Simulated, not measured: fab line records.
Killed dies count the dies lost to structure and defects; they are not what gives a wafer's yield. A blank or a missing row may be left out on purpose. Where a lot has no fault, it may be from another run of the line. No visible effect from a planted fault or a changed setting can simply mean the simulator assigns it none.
Comparing a struck lot with a sound one | flow sky130 | 15 steps out of a route of 708
Sound: wafers L732.1, L732.5, L732.6. Wafers struck: L724.4, L724.5, L724.6. Last of all comes the cause.
For every step that has rows: the tool of each side, followed by ch and its chambers, followed by its first start. Under that, the readings that differ: sound wafers | struck wafers | difference of the means | sigmas: that difference in standard deviations of wafers without a fault.
alike: same words and numbers on both sides, and readings whose means sit less than 2 such deviations apart. not compared: any withheld reading, any reading some wafer has no value for, any bound like >300 that may hide the same value, and any number with overlapping values for which the record gives no deviation.
The two part at a step that has a row with sigmas, a row that says differs or no value, or rows on one side only. Numbers that don't overlap but have no deviation are shown without sigmas and don't part them. Lack of a reading on every wafer of one side parts them only where that side has two or more wafers.

first, 6 steps without rows for these wafers: SKY_LDD_N_HMDS_01 (prime time 60 s); SKY_LDD_N_COAT_02 (resist thk 300 nm); SKY_LDD_N_SOFTBAKE_03 (time 60 s); SKY_LDD_N_EXPOSE_04 (exposes mask NTM, target cd 840 nm); SKY_LDD_N_PEB_05; SKY_LDD_N_DEVELOP_06 (develop time 60 s).
SKY_LDD_N_OVL_MEAS_07:
  sound: overlay-01 at day 24 18:14; struck: overlay-02 at day 21 19:16
  alike: LDD_N_OVL
then, 5 steps without rows for these wafers: SKY_LDD_N_IMPLANT_08; SKY_LDD_N_IMPLANT_09; SKY_LDD_N_IMPLANT_10; SKY_LDD_N_IMPLANT_11; SKY_LDD_N_IMPLANT_12.
SKY_LDD_N_IMPLANT_13:
  sound on implanter-02 ch 0, day 24 19:02; struck on implanter-01 ch 0, day 21 20:06
  reading                | sound                | struck               | difference | sigmas
  rotation deg (degrees) | 89.961 89.955 89.996 | 219.89 219.92 219.90 | +129.93    | +99 or more
next, for these wafers, 1 step has no rows: SKY_LDD_N_IMPLANT_14.
-- a jump in the record: the struck wafers' starts before and after are 27 days apart (it breaks off in module LDD_N and resumes in module PAD_OPEN, where the first step shown is number 708 of the route) --
SKY_PAD_OPEN_PROBE_99:
  sound: prober-02 at day 50 08:01; struck: prober-02 at day 48 14:15
  reading                                    | sound                | struck               | difference | sigmas
  model.etest.nfet_01v8_turned.vt sat v (V)  | 0.6486 0.6486 0.6438 | 0.6781 0.679 0.6778  | +0.0313    |
  model.etest.nfet_01v8_swapped.vt sat v (V) | 0.6472 0.6489 0.6433 | 0.662 0.672 0.6678   | +0.021     |
  model.etest.nfet_01v8_lvt.vt sat v (V)     | 0.5378 0.5355 0.533  | 0.5048 0.5133 0.5098 | -0.0261    |
  alike: killed_at_M0_to_M3, killed_at_M4_up, killed at contacts, killed at front end, killed at other, killed dies, killed open, killed short

## WHERE THEY PART
At SKY_LDD_N_IMPLANT_13 and nowhere else, as far as this record goes. Later steps at which nothing parts them and some readings are alike: SKY_PAD_OPEN_PROBE_99.

WHY: the cause the simulator had injected
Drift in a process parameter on implanter-01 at SKY_LDD_N_IMPLANT_13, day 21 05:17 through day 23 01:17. From 90, the setting rotation deg moved by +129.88. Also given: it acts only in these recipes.
